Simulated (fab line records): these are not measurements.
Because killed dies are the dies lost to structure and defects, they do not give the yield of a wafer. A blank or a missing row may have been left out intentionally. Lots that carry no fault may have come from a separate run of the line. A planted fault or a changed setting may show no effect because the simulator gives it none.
fab line records    flow sky130    part 2 of 2: steps 26 to 35 of 35
record: lots: 5  wafers: 15  lastDay: 51
route steps=708 shown POLY_CUT@309 SD_P@320 RES_XHIGH@332 SD_N@342
lots that met no fault: from a run of the same line without faults
startH: start of the lot's first displayed wafer, in hours after the record's first day    waitH: hours elapsed since this lot's preceding step    " unchanged from the row above    L1.1+2: several wafers, shown together as one row    - no value present, or no start provided    * or withheld: withheld    < > ~ a bound
route shown NAME@n: a module of which the file shows steps, and the number in the route of the first    usual: mean/standard deviation of fault-free wafers    same: alike in all rows    chamber/n: place in a boat    sites: each site's reading    _std_site: how widely they spread, as a standard deviation    _edge_site: the outer-site mean with the inner-site mean subtracted    radiusMm: for every site, how far away it sits from the centre of the wafer    mask NAME#n: copy n    behind: the last tool/chamber to shape the wafer    hold: the reason the lot was held/the length of the hold in hours/how it ended    device: names the non-switching transistor (n, p or np)    end of line: tests of these same wafers at the route's end    a step given without rows: its recipe and nothing more    killed: dies that structure and defects cost at the first sort, which is not the same as the wafer's yield    map: shows each die of a wafer: x if killed, . if not, _ if none is there
set.NAME: the run value of the setting; set.NAME@STEP: its run value at that earlier step    model.NAME: the simulator's own value behind a step, which no gauge read
a table for each step, a row for each wafer; lots at some steps of the route
services: when a tool's chamber went out of use (startH, in hours from the record's first day, below 0 if earlier), for how many hours, and the reason
== steps ==
step: SKY_RES_XHIGH_COAT_02
recipe: resist: NOVOLAK  spinRpm: 3000  resistThkNm: 1140
usual: exhaustPa: 45.1/0.89
lot.wafer  tool           chamber  startH  waitH  exhaustPa
L078.1     lithoTrack-03  0        652.80  0.1    45.7
L078.2     "              0        "       "      47.3
L078.6     "              0        "       "      46.9
L080.1     lithoTrack-02  0        664.77  0.1    44.1
L080.4     "              0        "       "      45.3
L080.5     "              0        "       "      43.6
L084.1     lithoTrack-04  0        703.63  0.1    44.0
L084.2     "              0        "       "      45.0
L084.5     "              0        "       "      44.8
L091.2     lithoTrack-04  0        775.31  0.1    44.1
L091.3     "              0        "       "      43.9
L091.5     "              0        "       "      44.3
L095.1     lithoTrack-03  0        796.60  0.1    45.0
L095.2     "              0        "       "      45.0
L095.3     "              0        "       "      44.8
step: SKY_RES_XHIGH_SOFTBAKE_03
recipe: tempC: 90  timeS: 60  resist: NOVOLAK
usual: exhaustPa: 45.0/0.83  plateTempC: 90.04/0.13
lot.wafer  tool           chamber  startH  waitH  exhaustPa  plateTempC
L078.1     lithoTrack-03  0        652.95  0.1    46.6       90.22
L078.2     "              0        "       "      45.4       90.12
L078.6     "              0        "       "      46.1       90.14
L080.1     lithoTrack-02  0        664.92  0.1    43.9       90.15
L080.4     "              0        "       "      43.4       90.12
L080.5     "              0        "       "      44.7       90.07
L084.1     lithoTrack-04  0        703.78  0.1    44.3       89.71
L084.2     "              0        "       "      45.3       89.85
L084.5     "              0        "       "      45.0       89.88
L091.2     lithoTrack-04  0        775.46  0.1    46.9       89.99
L091.3     "              0        "       "      45.2       90.16
L091.5     "              0        "       "      46.2       89.95
L095.1     lithoTrack-03  0        796.75  0.1    44.6       90.12
L095.2     "              0        "       "      45.8       89.93
L095.3     "              0        "       "      46.6       90.01
step: SKY_RES_XHIGH_EXPOSE_04
recipe: maskId: URPM  na: 0.6  sourceShape: conventional  sigmaOuter: 0.6  polarization: unpolarized  targetCdNm: 1270  doseMj: 140
same: na: 0.6
lot.wafer   tool             chamber  startH  waitH  mask
L078.1+2+6  ilineStepper-02  0        -       -      URPM#0
L080.1+4+5  ilineStepper-02  0        -       -      URPM#0
L084.1+2+5  ilineStepper-02  0        -       -      URPM#0
L091.2+3+5  ilineStepper-02  0        -       -      URPM#0
L095.1+2+3  ilineStepper-02  0        -       -      URPM#0
step: SKY_RES_XHIGH_PEB_05
recipe: tempC: withheld  timeS: *  resist: NOVOLAK
usual: exhaustPa: 45.1/0.8
lot.wafer  tool           chamber  startH  waitH  exhaustPa
L078.1     lithoTrack-03  0        -       -      45.2
L078.2     "              0        "       "      46.8
L078.6     "              0        "       "      45.2
L080.1     lithoTrack-02  0        -       -      44.4
L080.4     "              0        "       "      45.6
L080.5     "              0        "       "      46.4
L084.1     lithoTrack-04  0        -       -      46.5
L084.2     "              0        "       "      45.0
L084.5     "              0        "       "      45.8
L091.2     lithoTrack-03  0        -       -      45.3
L091.3     "              0        "       "      44.8
L091.5     "              0        "       "      45.2
L095.1     lithoTrack-02  0        -       -      44.5
L095.2     "              0        "       "      45.8
L095.3     "              0        "       "      44.8
step: SKY_RES_XHIGH_DEVELOP_06
recipe: resist: NOVOLAK  developer: TMAH  developTimeS: 60  devTempC: 23
usual: exhaustPa: 45.2/0.95
lot.wafer  tool           chamber  startH  waitH  exhaustPa
L078.1     lithoTrack-03  0        667.00  0.1    45.6
L078.2     "              0        "       "      46.8
L078.6     "              0        "       "      46.8
L080.1     lithoTrack-02  0        679.52  0.1    46.4
L080.4     "              0        "       "      45.3
L080.5     "              0        "       "      44.6
L084.1     lithoTrack-04  0        717.58  0.1    45.4
L084.2     "              0        "       "      45.5
L084.5     "              0        "       "      45.5
L091.2     lithoTrack-03  0        788.48  0.1    46.6
L091.3     "              0        "       "      44.8
L091.5     "              0        "       "      46.2
L095.1     lithoTrack-02  0        810.02  0.1    45.8
L095.2     "              0        "       "      43.7
L095.3     "              0        "       "      46.0
step: SKY_RES_XHIGH_IMPLANT_07
recipe: species: BF2  energyKev: 20  doseCm2: 3.6e+14  tiltDeg: 0
same: implantIonAmu: 49
lot.wafer   tool          chamber  startH  waitH
L078.1+2+6  implanter-02  0        667.15  0.1
L080.1+4+5  implanter-04  0        679.67  0.1
L084.1+2+5  implanter-04  0        717.73  0.1
L091.2+3+5  implanter-03  0        788.63  0.1
L095.1+2+3  implanter-02  0        810.17  0.1
step: SKY_RES_XHIGH_STRIP_08
recipe: chemistry: O2/N2  powerW: 1400  pressureMtorr: 1500  platenTempC: withheld  o2FlowSccm: 3000  n2FlowSccm: 300  overashFraction: 0.5
usual: drypumpMotorCurrentA: 5.5/0.49  oesProductAu: 0.711/0.0046  stripTimeToEndpointS: 14.27/0.035
lot.wafer  tool            chamber  startH  waitH  drypumpMotorCurrentA  oesProductAu  rfHoursCounterH  stripTimeToEndpointS
L078.1     plasmaAsher-04  1        667.30  0.1    4.9                   0.705         22               14.26
L078.2     "               0        "       "      5.2                   0.711         22               14.31
L078.6     "               0        "       "      5.2                   0.720         -                14.29
L080.1     plasmaAsher-03  0        679.82  0.1    6.3                   0.706         96               14.30
L080.4     "               1        "       "      5.8                   0.706         -                14.26
L080.5     "               1        "       "      5.8                   0.715         -                14.30
L084.1     plasmaAsher-02  0        717.88  0.1    5.1                   0.710         60               14.21
L084.2     "               1        "       "      5.6                   0.705         60               14.18
L084.5     "               1        "       "      5.6                   0.719         -                14.19
L091.2     plasmaAsher-04  0        788.75  0.1    5.2                   0.709         34               14.28
L091.3     "               1        "       "      4.9                   0.705         -                14.28
L091.5     "               0        "       "      5.2                   0.710         -                14.28
L095.1     plasmaAsher-03  1        810.32  0.1    5.8                   0.715         7                14.33
L095.2     "               0        "       "      6.3                   0.711         7                14.29
L095.3     "               1        "       "      5.8                   0.708         -                14.27
step: SKY_RES_XHIGH_TW_MEAS_09
usual: RES_XHIGH_TW: 1630/15
lot.wafer  tool          chamber  startH  waitH  RES_XHIGH_TW
L078.1     filmMetro-04  -        667.40  0.1    1656
L078.2     "             -        "       "      1658
L078.6     "             -        "       "      1655
L080.1     filmMetro-02  -        679.92  0.1    1636
L080.4     "             -        "       "      1635
L080.5     "             -        "       "      1633
L084.1     filmMetro-02  -        717.98  0.1    1645
L084.2     "             -        "       "      1632
L084.5     "             -        "       "      1634
L091.2     filmMetro-02  -        788.86  0.1    1626
L091.3     "             -        "       "      1620
L091.5     "             -        "       "      1635
L095.1     filmMetro-02  -        810.42  0.1    1607
L095.2     "             -        "       "      1603
L095.3     "             -        "       "      1616
step: SKY_SD_N_DEHYDRATE_00
recipe: tempC: 200  timeS: 60
usual: exhaustPa: 45.2/0.99  plateTempC: 200.03/0.16
lot.wafer  tool           chamber  startH  waitH  exhaustPa  plateTempC
L078.1     lithoTrack-04  0        681.23  13.8   44.3       200.11
L078.2     "              0        "       "      43.1       200.17
L078.6     "              0        "       "      45.9       199.93
L080.1     lithoTrack-04  0        693.48  13.5   46.5       199.88
L080.4     "              0        "       "      46.9       199.79
L080.5     "              0        "       "      47.1       199.96
L084.1     lithoTrack-03  0        730.90  12.9   44.1       199.98
L084.2     "              0        "       "      43.8       199.96
L084.5     "              0        "       "      44.3       199.86
L091.2     lithoTrack-01  0        801.95  13.1   45.2       199.74
L091.3     "              0        "       "      45.3       199.81
L091.5     "              0        "       "      45.7       199.89
L095.1     lithoTrack-03  0        823.30  12.9   45.5       199.96
L095.2     "              0        "       "      44.9       200.12
L095.3     "              0        "       "      45.1       199.81
step: SKY_SD_N_HMDS_01
recipe: primeTimeS: 60  primeTempC: 120
usual: exhaustPa: 45.1/0.91
lot.wafer  tool           chamber  startH  waitH  exhaustPa
L078.1     lithoTrack-04  0        681.38  0.1    45.4
L078.2     "              0        "       "      46.8
L078.6     "              0        "       "      46.5
L080.1     lithoTrack-04  0        693.63  0.1    45.4
L080.4     "              0        "       "      46.5
L080.5     "              0        "       "      46.2
L084.1     lithoTrack-03  0        731.05  0.1    45.0
L084.2     "              0        "       "      45.3
L084.5     "              0        "       "      45.4
L091.2     lithoTrack-01  0        802.10  0.1    45.9
L091.3     "              0        "       "      45.3
L091.5     "              0        "       "      46.6
L095.1     lithoTrack-03  0        823.45  0.1    44.2
L095.2     "              0        "       "      45.2
L095.3     "              0        "       "      44.1
== services ==
tool             chamber  startH  hours  kind
rieDiel-01       1        589.14  5.2    repair
implanter-01     -        603.27  0.6    repair
ilineStepper-02  -        607.39  4.4    pm
implanter-02     -        613.61  4.6    repair
ilineStepper-01  -        615.74  5.7    repair
implanter-01     -        633.07  1.6    repair
plasmaAsher-04   -        636.08  14.6   pm
krfScanner-02    -        646.98  1.3    pm
krfScanner-02    -        653.10  4.0    pm
ilineStepper-02  -        655.09  1.7    pm
krfScanner-02    -        657.89  1.0    pm
ilineStepper-02  -        662.99  1.0    repair
krfScanner-02    -        676.04  0.8    pm
rieDiel-01       1        680.49  132.0  repair
plasmaAsher-04   -        681.00  2.8    pm
plasmaAsher-03   -        693.75  2.8    repair
rieDiel-01       3        694.55  10.0   repair
plasmaAsher-03   -        733.75  9.0    pm
rieDiel-01       0        742.49  2.3    repair
krfScanner-02    -        778.70  4.4    pm
implanter-02     -        785.84  7.4    repair
rieDiel-01       2        801.81  9.5    repair
krfScanner-02    -        816.69  1.3    pm
rieDiel-01       2        821.06  6.9    repair
